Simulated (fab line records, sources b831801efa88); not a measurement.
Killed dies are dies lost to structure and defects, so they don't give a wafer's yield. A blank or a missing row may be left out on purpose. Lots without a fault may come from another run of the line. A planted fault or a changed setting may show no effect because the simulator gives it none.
fab line records | flow sky130
record lots=5 wafers=23
route steps=708 shown FIELD_ISO@11 DNWELL@39 PWDE@48 NWELL@77 VT_ADJUST_HVTP@87 VT_ADJUST_LVTN@105 VT_ADJUST_NCORE@125 VT_ADJUST_HVTR@133
start_h: hours from the record's first day to the start of the lot's first wafer shown | wait_h: hours since the lot's step before | " the same as in the row above | L1.1+2: a row that stands for several wafers | - no value, or no start given | * or withheld: withheld | < > ~ a bound
route shown NAME@n: a module of which the file shows steps, and the number in the route of the first | usual: mean/standard deviation of fault-free wafers | same: alike in all rows | chamber/n: place in a boat | sites: the reading at each site | _std_site: their standard deviation | _edge_site: outer sites' mean less inner sites' | radius_mm: how far each site lies from the wafer's centre | mask NAME#n: copy n | behind: the tool/chamber that last shaped the wafer | hold: why the lot was held/for how many hours/how that ended | device: the transistor (n, p or np) that didn't switch | end of line: the same wafers' tests at the end of the route | a step without rows: its recipe alone | killed: dies lost to structure and defects at the first sort, not the wafer's yield | map: a wafer's dies, x killed, . not, _ none there
set.NAME: the setting as run; set.NAME@STEP: as run at that earlier step | model.NAME: the simulator's own value behind a step, which no gauge read
lots whose settings were changed on purpose; a table a step, a row a wafer
## steps
# step SKY_FIELD_ISO_EXPOSE_10
# recipe mask_id=FOM na=0.68 source_shape=annular sigma_inner=0.4 sigma_outer=0.8 target_cd_nm=150 dose_mj=28
# columns lot.wafer tool chamber start_h wait_h mask set.dose_mj
L076.2+4+6 krf_scanner-01 0 - - FOM#0 27.09
L076.3+5 " 0 " " FOM#0 28
L079.1+5 krf_scanner-01 0 - - FOM#0 26.52
L079.2+3+4 " 0 " " FOM#0 28
L080.1+3+4+5+6 krf_scanner-01 0 - - FOM#0 28
L081.1+2+6 krf_scanner-01 0 - - FOM#0 28
L085.1+5 krf_scanner-01 0 - - FOM#0 27.03
L085.2+4+6 " 0 " " FOM#0 28
# step SKY_FIELD_ISO_PEB_11
# recipe peb_temp_c=withheld peb_time_s=withheld resist=KrF-thick
# step SKY_FIELD_ISO_DEVELOP_12
# recipe develop_time_s=60 resist=KrF-thick dev_temp_c=21
# step SKY_FIELD_ISO_CD_MEAS_13
# recipe target_cd_nm=150
# usual cd_nm=150.5/1.6
# columns lot.wafer tool chamber start_h wait_h set.dose_mj@FIELD_ISO_EXPOSE_10 cd_nm
L076.2 cd_sem-02 - 41.95 - 27.09 154.5
L076.3 " - " " 28 148.6
L076.4 " - " " 27.09 154.4
L076.5 " - " " 28 148.1
L076.6 " - " " 27.09 154.1
L079.1 cd_sem-01 - 54.73 - 26.52 161.8
L079.2 " - " " 28 150.2
L079.3 " - " " 28 152.1
L079.4 " - " " 28 149.0
L079.5 " - " " 26.52 160.8
L080.1 cd_sem-02 - 65.23 - 28 151.0
L080.3 " - " " 28 150.4
L080.4 " - " " 28 148.8
L080.5 " - " " 28 149.9
L080.6 " - " " 28 150.6
L081.1 cd_sem-02 - 69.14 - 28 153.0
L081.2 " - " " 28 150.6
L081.6 " - " " 28 151.9
L085.1 cd_sem-01 - 85.78 - 27.03 155.1
L085.2 " - " " 28 146.4
L085.4 " - " " 28 145.9
L085.5 " - " " 27.03 154.8
L085.6 " - " " 28 148.2
# step SKY_FIELD_ISO_ETCH_14
# recipe chemistry=N2/H2 target=BARC ion_energy_ev=200 source_w=500 bias_w=100 pressure_mtorr=30 n2_flow_sccm=100 h2_flow_sccm=200 stop_on=SiO2 time_s=45.9 target_depth_a=600
# columns lot.wafer tool chamber start_h wait_h set.dose_mj@FIELD_ISO_EXPOSE_10 model.FIELD_ISO.cd_nm
L076.2 rie_diel-04 3 42.05 0.1 27.09 154.1
L076.3 " 0 " " 28 148.3
L076.4 " 3 " " 27.09 154
L076.5 " 0 " " 28 147.9
L076.6 " 1 " " 27.09 154.2
L079.1 rie_diel-04 0 54.85 0.1 26.52 161.1
L079.2 " 1 " " 28 150.8
L079.3 " 0 " " 28 151.3
L079.4 " 1 " " 28 149
L079.5 " 0 " " 26.52 160.7
L080.1 rie_diel-02 1 65.35 0.1 28 151.3
L080.3 " 0 " " 28 150.2
L080.4 " 3 " " 28 149.5
L080.5 " 0 " " 28 149.9
L080.6 " 3 " " 28 151.1
L081.1 rie_diel-01 2 69.26 0.1 28 152.8
L081.2 " 3 " " 28 150.8
L081.6 " 2 " " 28 151.7
L085.1 rie_diel-01 1 85.90 0.1 27.03 155.6
L085.2 " 3 " " 28 146.5
L085.4 " 2 " " 28 146.4
L085.5 " 1 " " 27.03 155.7
L085.6 " 0 " " 28 148.8
# step SKY_FIELD_ISO_ETCH_15
# recipe chemistry=CHF3/O2 target_depth_nm=180 stop_on=Si source_w=615 bias_w=200 pressure_mtorr=40 chf3_flow_sccm=50 O2_flow_sccm=5 time_s=72
# columns lot.wafer tool chamber start_h wait_h set.dose_mj@FIELD_ISO_EXPOSE_10 model.FIELD_ISO.cd_nm
L076.2 rie_diel-04 3 42.09 0.0 27.09 153.1
L076.3 " 0 " " 28 149
L076.4 " 3 " " 27.09 153.5
L076.5 " 0 " " 28 147.8
L076.6 " 1 " " 27.09 154.4
L079.1 rie_diel-04 0 54.91 0.0 26.52 161.6
L079.2 " 1 " " 28 151.2
L079.3 " 0 " " 28 152.1
L079.4 " 1 " " 28 149.7
L079.5 " 0 " " 26.52 160.8
L080.1 rie_diel-02 1 65.39 0.0 28 151.6
L080.3 " 0 " " 28 149.3
L080.4 " 3 " " 28 150.5
L080.5 " 0 " " 28 149
L080.6 " 3 " " 28 152.3
L081.1 rie_diel-01 2 69.30 0.0 28 153.5
L081.2 " 3 " " 28 149.8
L081.6 " 2 " " 28 151.8
L085.1 rie_diel-01 1 85.94 0.0 27.03 155.9
L085.2 " 3 " " 28 145.7
L085.4 " 2 " " 28 147.7
L085.5 " 1 " " 27.03 156
L085.6 " 0 " " 28 148.6
# step SKY_FIELD_ISO_ETCH_17
# recipe target_depth_a=3420 mask_material=Si3N4 chemistry=HBr/Cl2/O2 target=Si taper_deg=5 icp_w=600 bias_w=150 pressure_mtorr=15 HBr_flow_sccm=150 Cl2_flow_sccm=40 O2_flow_sccm=6 time_s=97.7
# columns lot.wafer tool chamber start_h wait_h set.time_s model.FIELD_ISO.feature_depth_nm
L076.2 rie_si-02 2 42.25 0.1 83.57 292.3
L076.3 " 3 " " 83.57 293.2
L076.4 " 0 " " 83.57 298.7
L076.5 " 2 " " 97.7 343.1
L076.6 " 3 " " 97.7 343.2
L079.1 rie_si-02 2 55.10 0.1 89.04 310.3
L079.2 " 0 " " 97.7 345.5
L079.3 " 3 " " 89.04 310.1
L079.4 " 1 " " 97.7 344.7
L079.5 " 2 " " 97.7 341.8
L080.1 rie_si-02 3 65.55 0.1 84.44 295.1
L080.3 " 1 " " 84.44 295.4
L080.4 " 2 " " 97.7 340
L080.5 " 2 " " 97.7 338.2
L080.6 " 1 " " 97.7 345.9
L081.1 rie_si-01 3 69.46 0.1 97.7 338.5
L081.2 " 2 " " 97.7 347.3
L081.6 " 1 " " 97.7 347
L085.1 rie_si-02 0 86.10 0.1 97.7 348.8
L085.2 " 1 " " 97.7 350.1
L085.4 " 3 " " 84.61 300.3
L085.5 " 2 " " 97.7 347.2
L085.6 " 3 " " 84.61 299.9
# step SKY_DNWELL_EXPOSE_04
# recipe mask_id=DNM na=0.57 target_cd_nm=3000 dose_mj=222
# columns lot.wafer tool chamber start_h wait_h mask set.dose_mj
L076.2+4+5 iline_stepper-01 0 - - DNM#0 222
L076.3+6 " 0 " " DNM#0 213.6
L079.1+2+3 iline_stepper-01 0 - - DNM#0 222
L079.4+5 " 0 " " DNM#0 235.6
L080.1+5 iline_stepper-01 0 - - DNM#0 222
L080.3+4+6 " 0 " " DNM#0 210.6
L081.1+2+6 iline_stepper-02 0 - - DNM#0 222
L085.1+4+6 iline_stepper-01 0 - - DNM#0 222
L085.2+5 " 0 " " DNM#0 209.8
# step SKY_DNWELL_PEB_05
# recipe temp_c=115 time_s=withheld
# step SKY_DNWELL_DEVELOP_06
# recipe wall_angle_deg=90 developer=TMAH develop_time_s=60 dev_temp_c=23.68
# columns lot.wafer tool chamber start_h wait_h set.dose_mj@DNWELL_EXPOSE_04 model.DNWELL.cd_nm
L076.2 litho_track-04 0 - - 222 2992
L076.3 " 0 " " 213.6 2979
L076.4+5 " 0 " " 222 2989
L076.6 " 0 " " 213.6 2976
L079.1+2 litho_track-03 0 - - 222 2984
L079.3 " 0 " " 222 2985
L079.4+5 " 0 " " 235.6 3004
L080.1 litho_track-03 0 - - 222 2990
L080.3+4+6 " 0 " " 210.6 2975
L080.5 " 0 " " 222 2992
L081.1 litho_track-03 0 - - 222 3003
L081.2 " 0 " " 222 3002
L081.6 " 0 " " 222 3004
L085.1+6 litho_track-04 0 - - 222 2992
L085.2+5 " 0 " " 209.8 2974
L085.4 " 0 " " 222 2991
# step SKY_PWDE_SOFTBAKE_03
# recipe temp_c=110 time_s=withheld
# columns lot.wafer tool chamber start_h wait_h set.temp_c
L076.2+5+6 litho_track-01 0 79.31 0.1 110
L076.3+4 " 0 " " 113.5
L079.1+4 litho_track-01 0 87.68 0.1 107.9
L079.2+3+5 " 0 " " 110
L080.1+6 litho_track-01 0 97.08 0.1 113.4
L080.3+4+5 " 0 " " 110
L081.1+2+6 litho_track-01 0 104.33 0.1 110
L085.1+2 litho_track-04 0 120.11 0.1 110
L085.4+5+6 " 0 " " 111.1
# step SKY_PWDE_EXPOSE_04
# recipe mask_id=PWDEM na=0.6 source_shape=conventional sigma_outer=0.6 polarization=unpolarized target_cd_nm=840 dose_mj=214
# step SKY_PWDE_PEB_05
# recipe temp_c=115 time_s=withheld
# step SKY_PWDE_DEVELOP_06
# recipe wall_angle_deg=90 developer=TMAH develop_time_s=60 dev_temp_c=23
# columns lot.wafer tool chamber start_h wait_h set.temp_c@PWDE_SOFTBAKE_03 model.coat_of_PWDE_COAT_02.thk_nm
L076.2 litho_track-04 0 - - 110 2989
L076.3 " 0 " " 113.5 2968
L076.4 " 0 " " 113.5 2979
L076.5 " 0 " " 110 2990
L076.6 " 0 " " 110 2995
L079.1 litho_track-02 0 - - 107.9 3021
L079.2 " 0 " " 110 2992
L079.3 " 0 " " 110 2999
L079.4 " 0 " " 107.9 3019
L079.5 " 0 " " 110 3000
L080.1 litho_track-02 0 - - 113.4 2957
L080.3 " 0 " " 110 2998
L080.4+5 " 0 " " 110 3007
L080.6 " 0 " " 113.4 2973
L081.1 litho_track-01 0 - - 110 3006
L081.2 " 0 " " 110 3000
L081.6 " 0 " " 110 2997
L085.1+2 litho_track-01 0 - - 110 3002
L085.4 " 0 " " 111.1 2987
L085.5 " 0 " " 111.1 2977
L085.6 " 0 " " 111.1 2984
# step SKY_PWDE_IMPLANT_08
# recipe species=B energy_kev=150 dose_cm2=3.53e+12 tilt_deg=withheld
# step SKY_PWDE_STRIP_09
# recipe chemistry=O2/N2 power_w=1400 pressure_mtorr=1500 platen_temp_c=withheld o2_flow_sccm=3000 n2_flow_sccm=300 overash_fraction=0.5
# usual strip_time_to_endpoint_s=36.91/0.076
# columns lot.wafer tool chamber start_h wait_h set.temp_c@PWDE_SOFTBAKE_03 strip_time_to_endpoint_s
L076.2 plasma_asher-02 1 87.64 0.1 110 36.85
L076.3 " 1 " " 113.5 36.60
L076.4 " 0 " " 113.5 36.70
L076.5 " 0 " " 110 36.85
L076.6 " 1 " " 110 36.90
L079.1 plasma_asher-03 1 96.76 0.1 107.9 37.20
L079.2 " 0 " " 110 36.87
L079.3 " 1 " " 110 36.95
L079.4 " 0 " " 107.9 37.19
L079.5 " 0 " " 110 36.98
L080.1 plasma_asher-01 0 106.11 0.1 113.4 36.46
L080.3 " 0 " " 110 36.96
L080.4 " 1 " " 110 37.04
L080.5 " 0 " " 110 37.03
L080.6 " 1 " " 113.4 36.65
L081.1 plasma_asher-01 1 113.36 0.1 110 37.02
L081.2 " 0 " " 110 36.96
L081.6 " 0 " " 110 36.94
L085.1 plasma_asher-01 0 129.91 0.1 110 36.98
L085.2 " 1 " " 110 36.98
L085.4 " 1 " " 111.1 36.82
L085.5 " 0 " " 111.1 36.71
L085.6 " 1 " " 111.1 36.77
# step SKY_NWELL_IMPLANT_24
# recipe species=B energy_kev=140 dose_cm2=9.2e+12 tilt_deg=withheld
# columns lot.wafer tool chamber start_h wait_h set.energy_kev model.implant.drp_nm
L076.2+3+4+5+6 implanter-02 0 124.72 0.0 140 95.47
L079.1+2+5 implanter-04 0 133.66 0.0 140 95.47
L079.3+4 " 0 " " 146.1 96.99
L080.1+5 implanter-03 0 143.24 0.0 140 95.47
L080.3+4+6 " 0 " " 144.7 96.65
L081.1+2+6 implanter-04 0 151.11 0.0 140 95.47
L085.1+4+5 implanter-02 0 167.46 0.0 143.1 96.26
L085.2+6 " 0 " " 140 95.47
# step SKY_VT_ADJUST_HVTP_COAT_02
# recipe resist=NOVOLAK spin_rpm=3000 resist_thk_nm=1140
# columns lot.wafer tool chamber start_h wait_h set.spin_rpm model.NOVOLAK_of_VT_ADJUST_HVTP_COAT_02.thk_nm
L076.2+3 litho_track-03 0 133.81 0.1 3105 1117
L076.4 " 0 " " 3000 1133
L076.5 " 0 " " 3000 1140
L076.6 " 0 " " 3105 1120
L079.1 litho_track-03 0 143.44 0.1 3000 1140
L079.2 " 0 " " 3095 1123
L079.3 " 0 " " 3000 1136
L079.4 " 0 " " 3000 1139
L079.5 " 0 " " 3095 1120
L080.1+3 litho_track-01 0 152.93 0.1 3000 1133
L080.4+5 " 0 " " 3000 1137
L080.6 " 0 " " 3000 1134
L081.1+6 litho_track-02 0 161.03 0.1 3000 1141
L081.2 " 0 " " 3000 1140
L085.1+5 litho_track-01 0 177.97 0.1 2903 1161
L085.2 " 0 " " 3000 1140
L085.4 " 0 " " 3000 1142
L085.6 " 0 " " 2903 1162
# step SKY_VT_ADJUST_HVTP_EXPOSE_04
# recipe mask_id=HVTPM na=0.6 source_shape=conventional sigma_outer=0.6 polarization=unpolarized target_cd_nm=380 dose_mj=140
# columns lot.wafer tool chamber start_h wait_h mask set.dose_mj
L076.2+6 iline_stepper-02 0 - - HVTPM#0 140
L076.3+4+5 " 0 " " HVTPM#0 146
L079.1+2+3+4+5 iline_stepper-01 0 - - HVTPM#0 140
L080.1+3+4+5+6 iline_stepper-01 0 - - HVTPM#0 140
L081.1+2+6 iline_stepper-02 0 - - HVTPM#0 140
L085.1+4 iline_stepper-01 0 - - HVTPM#0 146.3
L085.2+5+6 " 0 " " HVTPM#0 140
# step SKY_VT_ADJUST_HVTP_PEB_05
# recipe temp_c=withheld time_s=* resist=NOVOLAK
# step SKY_VT_ADJUST_HVTP_DEVELOP_06
# recipe resist=NOVOLAK developer=TMAH develop_time_s=61.85 dev_temp_c=23
# columns lot.wafer tool chamber start_h wait_h set.dose_mj@VT_ADJUST_HVTP_EXPOSE_04 model.VT_ADJUST_HVTP.cd_nm
L076.2 litho_track-01 0 143.05 0.1 140 382.8
L076.3 " 0 " " 146 394.7
L076.4 " 0 " " 146 393
L076.5 " 0 " " 146 394.1
L076.6 " 0 " " 140 382.6
L079.1 litho_track-02 0 152.38 0.1 140 377.8
L079.2 " 0 " " 140 379.1
L079.3 " 0 " " 140 378.2
L079.4 " 0 " " 140 378.3
L079.5 " 0 " " 140 380.2
L080.1+6 litho_track-01 0 162.63 0.1 140 380.5
L080.3 " 0 " " 140 379.9
L080.4 " 0 " " 140 382
L080.5 " 0 " " 140 382.1
L081.1 litho_track-01 0 171.33 0.1 140 377.9
L081.2 " 0 " " 140 380
L081.6 " 0 " " 140 379.9
L085.1 litho_track-03 0 188.54 0.1 146.3 388.8
L085.2 " 0 " " 140 380.6
L085.4 " 0 " " 146.3 393.8
L085.5 " 0 " " 140 376.2
L085.6 " 0 " " 140 377.6
# step SKY_VT_ADJUST_HVTP_CD_MEAS_07
# recipe target_cd_nm=380
# usual cd_nm=380.3/2.1
# columns lot.wafer tool chamber start_h wait_h set.dose_mj@VT_ADJUST_HVTP_EXPOSE_04 cd_nm
L076.2 cd_sem-01 - 143.20 0.1 140 382.6
L076.3 " - " " 146 394.4
L076.4 " - " " 146 392.8
L076.5 " - " " 146 394.0
L076.6 " - " " 140 382.5
L079.1 cd_sem-01 - 152.53 0.1 140 378.1
L079.2 " - " " 140 378.7
L079.3 " - " " 140 378.2
L079.4 " - " " 140 378.5
L079.5 " - " " 140 380.3
L080.1 cd_sem-01 - 162.78 0.1 140 380.4
L080.3 " - " " 140 380.1
L080.4 " - " " 140 382.3
L080.5 " - " " 140 382.6
L080.6 " - " " 140 380.4
L081.1 cd_sem-01 - 171.48 0.1 140 377.8
L081.2 " - " " 140 380.1
L081.6 " - " " 140 379.8
L085.1 cd_sem-01 - 188.69 0.1 146.3 388.8
L085.2 " - " " 140 380.6
L085.4 " - " " 146.3 394.4
L085.5 " - " " 140 376.1
L085.6 " - " " 140 377.4
# step SKY_VT_ADJUST_HVTP_IMPLANT_09
# recipe species=As energy_kev=150 dose_cm2=4.3e+12 tilt_deg=withheld
# step SKY_VT_ADJUST_HVTP_STRIP_10
# recipe chemistry=O2/N2 power_w=1400 pressure_mtorr=1500 platen_temp_c=withheld o2_flow_sccm=3000 n2_flow_sccm=300 overash_fraction=0.5
# usual strip_time_to_endpoint_s=14.17/0.033
# columns lot.wafer tool chamber start_h wait_h set.spin_rpm@VT_ADJUST_HVTP_COAT_02 strip_time_to_endpoint_s
L076.2 plasma_asher-03 0 143.48 0.1 3105 13.89
L076.3 " 1 " " 3105 13.91
L076.4 " 0 " " 3000 14.09
L076.5 " 1 " " 3000 14.18
L076.6 " 0 " " 3105 13.93
L079.1 plasma_asher-04 1 152.83 0.1 3000 14.19
L079.2 " 0 " " 3095 13.98
L079.3 " 0 " " 3000 14.11
L079.4 " 1 " " 3000 14.16
L079.5 " 0 " " 3095 13.94
L080.1 plasma_asher-04 0 163.08 0.1 3000 14.09
L080.3 " 0 " " 3000 14.10
L080.4 " 1 " " 3000 14.13
L080.5 " 1 " " 3000 14.15
L080.6 " 0 " " 3000 14.10
L081.1 plasma_asher-03 0 171.78 0.1 3000 14.19
L081.2 " 1 " " 3000 14.17
L081.6 " 0 " " 3000 14.20
L085.1 plasma_asher-04 0 188.99 0.1 2903 14.38
L085.2 " 1 " " 3000 14.19
L085.4 " 0 " " 3000 14.21
L085.5 " 1 " " 2903 14.39
L085.6 " 0 " " 2903 14.39
# step SKY_VT_ADJUST_LVTN_IMPLANT_08
# recipe species=B energy_kev=30 dose_cm2=1.57e+12 tilt_deg=withheld
# columns lot.wafer tool chamber start_h wait_h set.energy_kev model.implant.rp_nm model.implant.drp_nm
L076.2+4+5 implanter-03 0 161.89 0.0 30 97.41 42.97
L076.3+6 " 0 " " 31.16 101.1 44.17
L079.1+5 implanter-03 0 172.51 0.0 30.64 98.22 43.65
L079.2+3+4 " 0 " " 30 96.22 42.97
L080.1+3+4 implanter-03 0 183.26 0.0 30 102 42.97
L080.5+6 " 0 " " 31.67 107.5 44.66
L081.1+2+6 implanter-01 0 192.31 0.0 30 102.7 42.97
L085.1+2+4+5+6 implanter-03 0 210.82 0.0 30 98.45 42.97
# step SKY_VT_ADJUST_NCORE_DEVELOP_06
# recipe resist=NOVOLAK developer=TMAH develop_time_s=60 dev_temp_c=23
# columns lot.wafer tool chamber start_h wait_h set.dev_temp_c
L076.2+3+4+5+6 litho_track-02 0 203.60 0.1 23
L079.1+3 litho_track-01 0 215.07 0.1 25.42
L079.2+4+5 " 0 " " 23
L080.1+3+5 litho_track-02 0 226.38 0.1 25.2
L080.4+6 " 0 " " 23
L081.1+2+6 litho_track-04 0 237.06 0.1 23
L085.1+2 litho_track-01 0 259.32 0.1 23
L085.4+5+6 " 0 " " 20.04
# step SKY_VT_ADJUST_NCORE_CD_MEAS_07
# recipe target_cd_nm=380
# usual cd_nm=379.8/2.5
# columns lot.wafer tool chamber start_h wait_h set.dev_temp_c@VT_ADJUST_NCORE_DEVELOP_06 cd_nm
L076.2 cd_sem-02 - 203.75 0.1 23 378.6
L076.3 " - " " 23 376.3
L076.4 " - " " 23 377.8
L076.5 " - " " 23 377.6
L076.6 " - " " 23 376.4
L079.1 cd_sem-01 - 215.22 0.1 25.42 376.6
L079.2 " - " " 23 383.4
L079.3 " - " " 25.42 376.4
L079.4 " - " " 23 384.7
L079.5 " - " " 23 384.2
L080.1 cd_sem-02 - 226.53 0.1 25.2 375.2
L080.3 " - " " 25.2 371.9
L080.4 " - " " 23 380.6
L080.5 " - " " 25.2 371.3
L080.6 " - " " 23 379.0
L081.1 cd_sem-01 - 237.21 0.1 23 378.6
L081.2 " - " " 23 378.1
L081.6 " - " " 23 378.4
L085.1 cd_sem-01 - 259.47 0.1 23 382.1
L085.2 " - " " 23 380.5
L085.4 " - " " 20.04 391.4
L085.5 " - " " 20.04 391.0
L085.6 " - " " 20.04 389.9
# step SKY_VT_ADJUST_HVTR_COAT_02
# recipe resist=NOVOLAK spin_rpm=3000 resist_thk_nm=1140
# columns lot.wafer tool chamber start_h wait_h set.spin_rpm model.NOVOLAK_of_VT_ADJUST_HVTR_COAT_02.thk_nm
L076.2 litho_track-04 0 214.68 0.1 3000 1140
L076.3 " 0 " " 3063 1128
L076.4 " 0 " " 3000 1137
L076.5 " 0 " " 3063 1129
L076.6 " 0 " " 3000 1141
L079.1+2 litho_track-02 0 225.93 0.1 3100 1120
L079.3 " 0 " " 3000 1138
L079.4 " 0 " " 3100 1118
L079.5 " 0 " " 3000 1137
L080.1 litho_track-03 0 238.94 0.1 2922 1159
L080.3 " 0 " " 3000 1139
L080.4 " 0 " " 2922 1156
L080.5 " 0 " " 2922 1155
L080.6 " 0 " " 3000 1141
L081.1 litho_track-03 0 248.99 0.1 3000 1133
L081.2 " 0 " " 3000 1131
L081.6 " 0 " " 3000 1135
L085.1 litho_track-04 0 271.26 0.1 3000 1137
L085.2+4 " 0 " " 3000 1139
L085.5 " 0 " " 3000 1135
L085.6 " 0 " " 3000 1136
## key
split step=SKY_FIELD_ISO_EXPOSE_10 setting=dose_mj stated=28 by=wafer
response step=SKY_FIELD_ISO_CD_MEAS_13 reading=cd_nm change=-2.08 per=1% r=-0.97
response step=SKY_FIELD_ISO_ETCH_14 reading=model.FIELD_ISO.cd_nm change=-2.06 per=1% r=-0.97
response step=SKY_FIELD_ISO_ETCH_15 reading=model.FIELD_ISO.cd_nm change=-1.99 per=1% r=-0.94
split step=SKY_FIELD_ISO_ETCH_17 setting=time_s stated=97.7 by=wafer
response step=SKY_FIELD_ISO_ETCH_17 reading=model.FIELD_ISO.feature_depth_nm change=+3.49 per=1% r=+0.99
split step=SKY_DNWELL_EXPOSE_04 setting=dose_mj stated=222 by=wafer
response step=SKY_DNWELL_DEVELOP_06 reading=model.DNWELL.cd_nm change=+3.18 per=1% r=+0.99
split step=SKY_PWDE_SOFTBAKE_03 setting=temp_c stated=110 by=wafer
response step=SKY_PWDE_DEVELOP_06 reading=model.coat_of_PWDE_COAT_02.thk_nm change=-9.85 per=1% r=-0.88
response step=SKY_PWDE_STRIP_09 reading=strip_time_to_endpoint_s change=* per=1% r=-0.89
split step=SKY_NWELL_IMPLANT_24 setting=energy_kev stated=140 by=wafer
response step=SKY_NWELL_IMPLANT_24 reading=model.implant.drp_nm change=+0.35 per=1% r=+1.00
split step=SKY_VT_ADJUST_HVTP_COAT_02 setting=spin_rpm stated=3000 by=wafer
response step=SKY_VT_ADJUST_HVTP_COAT_02 reading=model.NOVOLAK_of_VT_ADJUST_HVTP_COAT_02.thk_nm change=-5.62 per=1% r=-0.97
response step=SKY_VT_ADJUST_HVTP_STRIP_10 reading=strip_time_to_endpoint_s change=* per=1% r=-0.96
split step=SKY_VT_ADJUST_HVTP_EXPOSE_04 setting=dose_mj stated=140 by=wafer
response step=SKY_VT_ADJUST_HVTP_DEVELOP_06 reading=model.VT_ADJUST_HVTP.cd_nm change=+2.78 per=1% r=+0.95
response step=SKY_VT_ADJUST_HVTP_CD_MEAS_07 reading=cd_nm change=+2.83 per=1% r=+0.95
split step=SKY_VT_ADJUST_LVTN_IMPLANT_08 setting=energy_kev stated=30 by=wafer
response step=SKY_VT_ADJUST_LVTN_IMPLANT_08 reading=model.implant.rp_nm change=+0.972 per=1% r=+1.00
response step=SKY_VT_ADJUST_LVTN_IMPLANT_08 reading=model.implant.drp_nm change=+0.307 per=1% r=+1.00
split step=SKY_VT_ADJUST_NCORE_DEVELOP_06 setting=dev_temp_c stated=23 by=wafer
response step=SKY_VT_ADJUST_NCORE_CD_MEAS_07 reading=cd_nm change=-0.729 per=1% r=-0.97
split step=SKY_VT_ADJUST_HVTR_COAT_02 setting=spin_rpm stated=3000 by=wafer
response step=SKY_VT_ADJUST_HVTR_COAT_02 reading=model.NOVOLAK_of_VT_ADJUST_HVTR_COAT_02.thk_nm change=-5.73 per=1% r=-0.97
